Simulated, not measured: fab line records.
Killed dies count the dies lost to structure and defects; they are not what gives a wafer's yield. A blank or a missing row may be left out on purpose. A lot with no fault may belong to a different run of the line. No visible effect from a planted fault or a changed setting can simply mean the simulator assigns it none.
A struck lot beside a sound one :: flow sky130 :: 44 steps out of a route of 708
Sound: these wafers, L331.2, L331.3, L331.5. Struck: wafers L325.2, L325.3, L325.4. Last of all comes the cause.
Order at every step that has rows: each side's tool, ch and its chambers, its first start. Under that, the readings that differ: sound wafers :: struck wafers :: difference of the means :: sigmas: that difference in standard deviations of wafers without a fault.
alike: words and numbers the same on both sides, and readings whose means are apart by under 2 such deviations; not compared: readings that were withheld, readings missing a value for some wafer, numbers with overlapping values and no deviation given by the record, and bounds like >300 which may hide the same value.
The two part at a step that has a row with sigmas, a row that says differs or no value, or rows on one side only. When numbers do not overlap yet have no deviation, they are printed without sigmas and do not part them. A reading that every wafer of one side lacks parts them only if that side has two wafers or more.

first, 5 steps without rows for these wafers: SKY_FIELD_ISO_WET_ETCH_18 (etches Si3N4 in H3PO4, target depth 25 nm, time 286 s); SKY_FIELD_ISO_CLEAN_19 (cleans in SC1/SC2, time 150 s); SKY_FIELD_ISO_CLEAN_20 (cleans in dHF, time 20 s); SKY_FIELD_ISO_WET_ETCH_21 (etches SiO2 in dHF, target depth 20 nm, time 400 s); SKY_FIELD_ISO_OXIDATION_22 (stabilise 600 s, purge 300 s, target thk 10 nm).
SKY_FIELD_ISO_THK_MEAS_23:
  sound on filmMetro-01 at day 5 20:16; struck on filmMetro-03 at day 4 11:19
  alike: FIELD_ISO_OXIDATION_01_THK
then, 1 step without rows for these wafers: SKY_FIELD_ISO_CVD_24 (deposits SiO2, target thk 595 nm, time 99.2 s).
SKY_FIELD_ISO_THK_MEAS_25:
  sound on filmMetro-04 at day 5 20:24; struck on filmMetro-01 at day 4 11:27
reading: FIELD_ISO_CVD_24_THK (nm)
sound: 591 602 612
struck: 586 572 581
difference: -22
sigmas: -2
then, 1 step without rows for these wafers: SKY_FIELD_ISO_ANNEAL_26 (time 1800 s).
SKY_FIELD_ISO_CMP_27: polishes, stops on Si3N4, t overpolish 16 s, target thk 457.8 nm.
  sound on cmp-01 ch 0,1, day 5 22:00; struck on cmp-02 ch 0,1,2, day 4 13:00
  alike: headPressurePsi, motorCurrentA, overpolishRunS, timeToEndpointS
then, 2 steps without rows for these wafers: SKY_FIELD_ISO_WET_ETCH_28 (etches SiO2 in dHF, target depth 23.7 nm, time 47 s); SKY_FIELD_ISO_WET_ETCH_29 (etches Si3N4 in H3PO4, target depth 160 nm, time 1825 s).
SKY_FIELD_ISO_WET_ETCH_30: etches SiO2 in dHF, target depth 25 nm, time 50 s.
  sound on wetBench-01 ch 2, day 5 22:47; struck on wetBench-03 ch 1, day 4 13:53
reading: bathHeatDutyPct (%)
sound: 6.0 5.9 5.8
struck: 20.0 19.8 18.8
difference: +13.6
sigmas: +19

reading: tempC (C)
sound: 24.99 25.03 25.01
struck: 36.15 36.10 36.09
difference: +11.10
sigmas: +99 or more

reading: model.SiO2_of_FIELD_ISO_CVD_24.thkNm (nm)
sound: 406 406.9 406.3
struck: 390.9 391.4 393.7
difference: -14.4
sigmas: 
then, 2 steps without rows for these wafers: SKY_NWELL_CLEAN_00 (cleans in SC1/SC2, time 150 s); SKY_NWELL_OXIDATION_01 (stabilise 600 s, purge 300 s, target thk 10 nm).
SKY_NWELL_THK_MEAS_02:
  sound on filmMetro-02 at day 6 00:53; struck on filmMetro-01 at day 4 17:20
  alike: NWELL_OXIDATION_THK
then, 8 steps without rows for these wafers: SKY_DNWELL_DEHYDRATE_00 (time 60 s); SKY_DNWELL_HMDS_01 (prime time 60 s); SKY_DNWELL_COAT_02 (resist thk 3000 nm); SKY_DNWELL_SOFTBAKE_03; SKY_DNWELL_EXPOSE_04 (exposes mask DNM, target cd 3000 nm); SKY_DNWELL_PEB_05; SKY_DNWELL_DEVELOP_06 (develop time 60 s); SKY_DNWELL_IMPLANT_07.
SKY_DNWELL_STRIP_08: strips in O2/N2.
  sound on plasmaAsher-03 ch 0, day 6 19:53; struck on plasmaAsher-01 ch 0,1, day 5 10:56
reading: drypumpMotorCurrentA (A)
sound: 5.7 5.7 5.6
struck: 6.7 6.7 6.4
difference: +0.9
sigmas: +2

reading: stripTimeToEndpointS (s)
sound: 36.73 36.83 36.52
struck: 36.51 36.57 36.53
difference: -0.16
sigmas: -2
  alike: chamberPressureMTorr, oesProductAu
  not compared: rfHoursCounterH
SKY_DNWELL_TW_MEAS_09:
  sound on filmMetro-02 at day 6 20:00; struck on filmMetro-03 at day 5 11:22
  alike: DNWELL_TW
then, 7 steps without rows for these wafers: SKY_PWDE_DEHYDRATE_00 (time 60 s); SKY_PWDE_HMDS_01 (prime time 60 s); SKY_PWDE_COAT_02 (resist thk 3000 nm); SKY_PWDE_SOFTBAKE_03; SKY_PWDE_EXPOSE_04 (exposes mask PWDEM, target cd 840 nm); SKY_PWDE_PEB_05; SKY_PWDE_DEVELOP_06 (develop time 60 s).
SKY_PWDE_OVL_MEAS_07:
  sound on overlay-01 at day 7 15:58; struck on overlay-01 at day 6 05:31
  alike: PWDE_OVL
next, for these wafers, 1 step has no rows: SKY_PWDE_IMPLANT_08.
SKY_PWDE_STRIP_09: strips in O2/N2.
  sound on plasmaAsher-03 ch 1, day 7 16:09; struck on plasmaAsher-03 ch 0,1, day 6 05:41
reading: stripTimeToEndpointS (s)
sound: 36.84 36.72 36.72
struck: 36.98 37.06 37.02
difference: +0.26
sigmas: +2
  alike: chamberPressureMTorr, drypumpMotorCurrentA, oesProductAu
  not compared: rfHoursCounterH
SKY_PWDE_TW_MEAS_10:
  sound on filmMetro-03 at day 7 16:16; struck on filmMetro-01 at day 6 05:48
  alike: PWDE_TW
then, 5 steps without rows for these wafers: SKY_NWELL_DEHYDRATE_03 (time 60 s); SKY_NWELL_HMDS_04 (prime time 60 s); SKY_NWELL_COAT_05 (resist thk 3000 nm); SKY_NWELL_SOFTBAKE_06; SKY_NWELL_EXPOSE_07 (exposes mask NWM, target cd 840 nm).
-- the record jumps here: 25 days lie between the struck wafers' starts before and after (it left off in module NWELL and takes up again in module SALICIDE, whose first step shown is number 361 of the route) --
SKY_SALICIDE_CLEAN_00: cleans in HF-last, time 30 s.
  sound on wetBench-02 ch 3, day 33 14:39; struck on wetBench-01 ch 2, day 31 13:01
reading: model.SiO2_of_FIELD_ISO_CVD_24.thkNm (nm)
sound: 360 360.7 360.4
struck: 344.3 344.7 347
difference: -15.0
sigmas: 
-- the record jumps here: 17 days lie between the struck wafers' starts before and after (it left off in module SALICIDE and takes up again in module PAD_OPEN, whose first step shown is number 708 of the route) --
SKY_PAD_OPEN_PROBE_99:
  sound on prober-01 at day 49 21:35; struck on prober-01 at day 48 12:44
reading: model.etest.res_p_drift_20v.lineOhmUm
sound: 1.132e+04 1.134e+04 1.104e+04
struck: 1.036e+04 1.039e+04 1.05e+04
difference: -8.167e+02
sigmas: 

reading: model.etest.res_p_drift_20v.rsOhmSq
sound: 9443 9457 9328
struck: 8768 8603 8772
difference: -695
sigmas: 

reading: model.etest.resIsoPwell.rsOhmSq
sound: 2847 2823 2821
struck: 2923 2878 2975
difference: +95
sigmas: 

reading: model.etest.resIsoPwell.lineOhmUm
sound: 1062 1062 1053
struck: 1092 1103 1127
difference: +48
sigmas: 

reading: model.etest.fieldP.vtV (V)
sound: -40.94 -40.78 -40.75
struck: -38.31 -38.02 -38.77
difference: +2.46
sigmas: 
  alike: killed_at_M0_to_M3, killed_at_M4_up, killedAtContacts, killedAtFrontEnd, killedAtOther, killedDies, killedOpen, killedShort
  not compared: model.etest.pfet_16v.rOnOhmUm, model.etest.capLiToPoly.cAfUm2, model.etest.capPolyToWell.cAfUm2

WHERE THEY PART
At SKY_FIELD_ISO_THK_MEAS_25 first; at SKY_PWDE_STRIP_09 last (within this record only). Later steps at which nothing parts them and some readings are alike: SKY_PWDE_TW_MEAS_10, SKY_PAD_OPEN_PROBE_99.

WHY: what the simulator had put in
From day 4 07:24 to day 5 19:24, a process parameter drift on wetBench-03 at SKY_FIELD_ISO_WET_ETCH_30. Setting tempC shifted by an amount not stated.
